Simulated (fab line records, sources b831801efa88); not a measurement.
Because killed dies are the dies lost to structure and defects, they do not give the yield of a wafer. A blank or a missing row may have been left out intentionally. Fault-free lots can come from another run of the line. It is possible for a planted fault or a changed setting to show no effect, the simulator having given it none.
Which of the tools did it? / flow sky130 / 36 wafers from 12 lots sampled at 5 of the route's 708 steps

WHAT THE GAUGES READ, wafer by wafer
Not one reading of a measure or inspect step in the record can be checked against a usual standard deviation.

WHAT TOOL EACH LOT RAN ON (gives the tool, then ch and the chambers of the sampled wafers, and finally the start)
lot=L611; SKY_METAL1_SPUTTER_00=pvd_sputter-01, day 31 21:32; SKY_METAL4_ETCH_16=rie_metal-01 ch 0,1, day 42 00:16; SKY_METAL5_SPUTTER_00=pvd_sputter-02, day 43 02:07; SKY_METAL5_SPUTTER_01=pvd_sputter-02, day 43 02:08; SKY_PAD_OPEN_PROBE_99=-
lot=L613; SKY_METAL1_SPUTTER_00=pvd_sputter-01, day 32 08:19; SKY_METAL4_ETCH_16=rie_metal-01 ch 0,1, day 42 08:23; SKY_METAL5_SPUTTER_00=pvd_sputter-04, day 43 09:58; SKY_METAL5_SPUTTER_01=pvd_sputter-04, day 43 09:59; SKY_PAD_OPEN_PROBE_99=-
lot=L614; SKY_METAL1_SPUTTER_00=pvd_sputter-01, day 32 15:06; SKY_METAL4_ETCH_16=rie_metal-02 ch 0,1, day 42 13:50; SKY_METAL5_SPUTTER_00=pvd_sputter-01, day 43 14:41; SKY_METAL5_SPUTTER_01=pvd_sputter-01, day 43 14:43; SKY_PAD_OPEN_PROBE_99=-
lot=L617; SKY_METAL1_SPUTTER_00=pvd_sputter-01, day 33 15:03; SKY_METAL4_ETCH_16=rie_metal-02 ch 1, day 43 11:41; SKY_METAL5_SPUTTER_00=pvd_sputter-01, day 44 13:11; SKY_METAL5_SPUTTER_01=pvd_sputter-01, day 44 13:13; SKY_PAD_OPEN_PROBE_99=prober-01, day 47 07:28
lot=L621; SKY_METAL1_SPUTTER_00=pvd_sputter-01, day 34 17:34; SKY_METAL4_ETCH_16=rie_metal-02 ch 0,1, day 44 09:53; SKY_METAL5_SPUTTER_00=pvd_sputter-01, day 45 10:19; SKY_METAL5_SPUTTER_01=pvd_sputter-01, day 45 10:20; SKY_PAD_OPEN_PROBE_99=-
lot=L626; SKY_METAL1_SPUTTER_00=pvd_sputter-01, day 36 10:38; SKY_METAL4_ETCH_16=rie_metal-04 ch 0,1, day 45 22:50; SKY_METAL5_SPUTTER_00=pvd_sputter-01, day 46 21:39; SKY_METAL5_SPUTTER_01=pvd_sputter-01, day 46 21:40; SKY_PAD_OPEN_PROBE_99=prober-02, day 49 09:34
lot=L627; SKY_METAL1_SPUTTER_00=pvd_sputter-01, day 36 17:55; SKY_METAL4_ETCH_16=rie_metal-04 ch 0,1, day 46 01:32; SKY_METAL5_SPUTTER_00=pvd_sputter-01, day 47 01:27; SKY_METAL5_SPUTTER_01=pvd_sputter-01, day 47 01:28; SKY_PAD_OPEN_PROBE_99=prober-01, day 49 12:45
lot=L630; SKY_METAL1_SPUTTER_00=pvd_sputter-04, day 37 12:59; SKY_METAL4_ETCH_16=rie_metal-04 ch 0,1, day 46 16:59; SKY_METAL5_SPUTTER_00=pvd_sputter-04, day 47 16:55; SKY_METAL5_SPUTTER_01=pvd_sputter-04, day 47 16:56; SKY_PAD_OPEN_PROBE_99=-
lot=L631; SKY_METAL1_SPUTTER_00=pvd_sputter-03, day 37 22:38; SKY_METAL4_ETCH_16=rie_metal-02 ch 1, day 46 23:20; SKY_METAL5_SPUTTER_00=pvd_sputter-04, day 47 22:05; SKY_METAL5_SPUTTER_01=pvd_sputter-04, day 47 22:06; SKY_PAD_OPEN_PROBE_99=-
lot=L632; SKY_METAL1_SPUTTER_00=pvd_sputter-04, day 38 07:42; SKY_METAL4_ETCH_16=rie_metal-01 ch 0,1, day 47 08:08; SKY_METAL5_SPUTTER_00=pvd_sputter-04, day 48 05:38; SKY_METAL5_SPUTTER_01=pvd_sputter-04, day 48 05:39; SKY_PAD_OPEN_PROBE_99=-
lot=L633; SKY_METAL1_SPUTTER_00=pvd_sputter-04, day 38 12:28; SKY_METAL4_ETCH_16=rie_metal-01 ch 0,1, day 47 13:02; SKY_METAL5_SPUTTER_00=pvd_sputter-01, day 48 11:16; SKY_METAL5_SPUTTER_01=pvd_sputter-01, day 48 11:17; SKY_PAD_OPEN_PROBE_99=-
lot=L634; SKY_METAL1_SPUTTER_00=pvd_sputter-03, day 38 18:46; SKY_METAL4_ETCH_16=rie_metal-02 ch 0,1, day 47 17:26; SKY_METAL5_SPUTTER_00=pvd_sputter-01, day 48 16:11; SKY_METAL5_SPUTTER_01=pvd_sputter-01, day 48 16:13; SKY_PAD_OPEN_PROBE_99=-
- SKY_METAL1_SPUTTER_00: material Ti, target thk 15 nm, time 10 s.
- SKY_METAL4_ETCH_16: etches BARC in N2/H2, stops on SiO2, time 88.2 s, target depth 60 nm.
- SKY_METAL5_SPUTTER_00: material Ti, target thk 15 nm, time 10 s.
- SKY_METAL5_SPUTTER_01: material TiN, target thk 20 nm, time 16.7 s.
- SKY_PAD_OPEN_PROBE_99

WHAT THE TOOLS THEMSELVES READ (means of the sampled wafers that have a number; where no wafer has one, the mark that the record gives instead)
SKY_METAL1_SPUTTER_00.
lot=L611; tool=pvd_sputter-01; cathode_dc_power_W (W)=3000.0; throttle_valve_pct (%)=30.1
lot=L613; tool=pvd_sputter-01; cathode_dc_power_W (W)=3000.1; throttle_valve_pct (%)=29.7
lot=L614; tool=pvd_sputter-01; cathode_dc_power_W (W)=2999.9; throttle_valve_pct (%)=29.0
lot=L617; tool=pvd_sputter-01; cathode_dc_power_W (W)=2999.8; throttle_valve_pct (%)=29.8
lot=L621; tool=pvd_sputter-01; cathode_dc_power_W (W)=3000.2; throttle_valve_pct (%)=28.6
lot=L626; tool=pvd_sputter-01; cathode_dc_power_W (W)=3000.3; throttle_valve_pct (%)=29.3
lot=L627; tool=pvd_sputter-01; cathode_dc_power_W (W)=3000.6; throttle_valve_pct (%)=29.4
lot=L630; tool=pvd_sputter-04; cathode_dc_power_W (W)=2999.7; throttle_valve_pct (%)=29.8
lot=L631; tool=pvd_sputter-03; cathode_dc_power_W (W)=3000.4; throttle_valve_pct (%)=29.4
lot=L632; tool=pvd_sputter-04; cathode_dc_power_W (W)=2999.6; throttle_valve_pct (%)=29.8
lot=L633; tool=pvd_sputter-04; cathode_dc_power_W (W)=3000.5; throttle_valve_pct (%)=29.6
lot=L634; tool=pvd_sputter-03; cathode_dc_power_W (W)=2999.9; throttle_valve_pct (%)=29.0

SKY_METAL4_ETCH_16.
lot=L611; tool=rie_metal-01; drypump_motor_current_A (A)=6.43; oes_product_au (a.u.)=0.631; throttle_valve_pct (%)=13.202
lot=L613; tool=rie_metal-01; drypump_motor_current_A (A)=6.46; oes_product_au (a.u.)=0.626; throttle_valve_pct (%)=13.199
lot=L614; tool=rie_metal-02; drypump_motor_current_A (A)=6.15; oes_product_au (a.u.)=0.625; throttle_valve_pct (%)=13.203
lot=L617; tool=rie_metal-02; drypump_motor_current_A (A)=6.25; oes_product_au (a.u.)=0.629; throttle_valve_pct (%)=13.207
lot=L621; tool=rie_metal-02; drypump_motor_current_A (A)=6.15; oes_product_au (a.u.)=0.628; throttle_valve_pct (%)=13.212
lot=L626; tool=rie_metal-04; drypump_motor_current_A (A)=5.81; oes_product_au (a.u.)=0.622; throttle_valve_pct (%)=13.197
lot=L627; tool=rie_metal-04; drypump_motor_current_A (A)=5.86; oes_product_au (a.u.)=0.624; throttle_valve_pct (%)=13.208
lot=L630; tool=rie_metal-04; drypump_motor_current_A (A)=5.81; oes_product_au (a.u.)=0.626; throttle_valve_pct (%)=13.209
lot=L631; tool=rie_metal-02; drypump_motor_current_A (A)=6.26; oes_product_au (a.u.)=0.624; throttle_valve_pct (%)=13.206
lot=L632; tool=rie_metal-01; drypump_motor_current_A (A)=6.27; oes_product_au (a.u.)=0.627; throttle_valve_pct (%)=13.204
lot=L633; tool=rie_metal-01; drypump_motor_current_A (A)=6.42; oes_product_au (a.u.)=0.624; throttle_valve_pct (%)=13.210
lot=L634; tool=rie_metal-02; drypump_motor_current_A (A)=6.21; oes_product_au (a.u.)=0.627; throttle_valve_pct (%)=13.206

SKY_METAL5_SPUTTER_00.
lot=L611; tool=pvd_sputter-02; cathode_dc_power_W (W)=2999.9; throttle_valve_pct (%)=29.5
lot=L613; tool=pvd_sputter-04; cathode_dc_power_W (W)=3000.2; throttle_valve_pct (%)=30.3
lot=L614; tool=pvd_sputter-01; cathode_dc_power_W (W)=3000.3; throttle_valve_pct (%)=29.6
lot=L617; tool=pvd_sputter-01; cathode_dc_power_W (W)=2999.3; throttle_valve_pct (%)=29.6
lot=L621; tool=pvd_sputter-01; cathode_dc_power_W (W)=3000.2; throttle_valve_pct (%)=30.0
lot=L626; tool=pvd_sputter-01; cathode_dc_power_W (W)=2999.7; throttle_valve_pct (%)=29.3
lot=L627; tool=pvd_sputter-01; cathode_dc_power_W (W)=2999.4; throttle_valve_pct (%)=29.3
lot=L630; tool=pvd_sputter-04; cathode_dc_power_W (W)=3000.6; throttle_valve_pct (%)=29.8
lot=L631; tool=pvd_sputter-04; cathode_dc_power_W (W)=3000.3; throttle_valve_pct (%)=29.9
lot=L632; tool=pvd_sputter-04; cathode_dc_power_W (W)=3000.2; throttle_valve_pct (%)=30.2
lot=L633; tool=pvd_sputter-01; cathode_dc_power_W (W)=2999.9; throttle_valve_pct (%)=29.2
lot=L634; tool=pvd_sputter-01; cathode_dc_power_W (W)=2999.7; throttle_valve_pct (%)=29.3

SKY_METAL5_SPUTTER_01.
lot=L611; tool=pvd_sputter-02; cathode_dc_power_W (W)=6500.7; throttle_valve_pct (%)=29.3
lot=L613; tool=pvd_sputter-04; cathode_dc_power_W (W)=6500.4; throttle_valve_pct (%)=30.2
lot=L614; tool=pvd_sputter-01; cathode_dc_power_W (W)=6499.9; throttle_valve_pct (%)=29.4
lot=L617; tool=pvd_sputter-01; cathode_dc_power_W (W)=6500.1; throttle_valve_pct (%)=29.3
lot=L621; tool=pvd_sputter-01; cathode_dc_power_W (W)=6499.7; throttle_valve_pct (%)=30.1
lot=L626; tool=pvd_sputter-01; cathode_dc_power_W (W)=6500.7; throttle_valve_pct (%)=29.2
lot=L627; tool=pvd_sputter-01; cathode_dc_power_W (W)=6500.6; throttle_valve_pct (%)=29.2
lot=L630; tool=pvd_sputter-04; cathode_dc_power_W (W)=6499.2; throttle_valve_pct (%)=29.7
lot=L631; tool=pvd_sputter-04; cathode_dc_power_W (W)=6500.4; throttle_valve_pct (%)=29.9
lot=L632; tool=pvd_sputter-04; cathode_dc_power_W (W)=6500.3; throttle_valve_pct (%)=30.4
lot=L633; tool=pvd_sputter-01; cathode_dc_power_W (W)=6501.4; throttle_valve_pct (%)=29.2
lot=L634; tool=pvd_sputter-01; cathode_dc_power_W (W)=6499.6; throttle_valve_pct (%)=29.2

SKY_PAD_OPEN_PROBE_99.
lot=L617; tool=prober-01; defect_limited_yield (%)=80.1; killed_at_M0_to_M3=46; killed_at_M4_up=1.7; killed_at_contacts=33; killed_at_front_end=17; killed_at_other=0.3; killed_dies=98; killed_open=51; killed_short=47; sort_bin_3_pad_short (%)=1.3; sort_bin_5_function (%)=10.9; sort_bin_6_memory (%)=7.6; sort_n_pass=394; sort_yield_pct (%)=80.1
lot=L626; tool=prober-02; defect_limited_yield (%)=72.2; killed_at_M0_to_M3=94; killed_at_M4_up=4.3; killed_at_contacts=26; killed_at_front_end=13; killed_at_other=0.0; killed_dies=137; killed_open=40; killed_short=40; sort_bin_3_pad_short (%)=2.8; sort_bin_5_function (%)=17.6; sort_bin_6_memory (%)=7.4; sort_n_pass=355; sort_yield_pct (%)=72.2
lot=L627; tool=prober-01; defect_limited_yield (%)=74.1; killed_at_M0_to_M3=91; killed_at_M4_up=3.3; killed_at_contacts=22; killed_at_front_end=11; killed_at_other=0.0; killed_dies=128; killed_open=45; killed_short=37; sort_bin_3_pad_short (%)=3.0; sort_bin_5_function (%)=16.2; sort_bin_6_memory (%)=6.8; sort_n_pass=364; sort_yield_pct (%)=74.1

THE ANSWER, worked out from the rows above alone
Rule: what is usual is taken from the lots themselves. The widest of any qualifying gaps counts: lots, ordered by their means at a reading, are off when they make up no more than a third of the lots, leave a main group of 4 or more, and stand apart from it by 3 or more times the standard deviation of that group's means. The tables above print the reading to a certain number of digits; a main group whose means all agree to those digits is not used. A lot without any number at a reading at which 4 lots or more have one is off too. The other lots that the step has rows for count as sound. Order of review: gauges by route order, followed by the tools' own readings, for which a lot's mean as printed above is used. At the first step where some lot is off, the reading lying furthest off is the one used; lots without a number count as furthest.
Nothing can be told from this: no lot is off at any reading shown.

WHAT HAD BEEN PUT IN BY THE SIMULATOR
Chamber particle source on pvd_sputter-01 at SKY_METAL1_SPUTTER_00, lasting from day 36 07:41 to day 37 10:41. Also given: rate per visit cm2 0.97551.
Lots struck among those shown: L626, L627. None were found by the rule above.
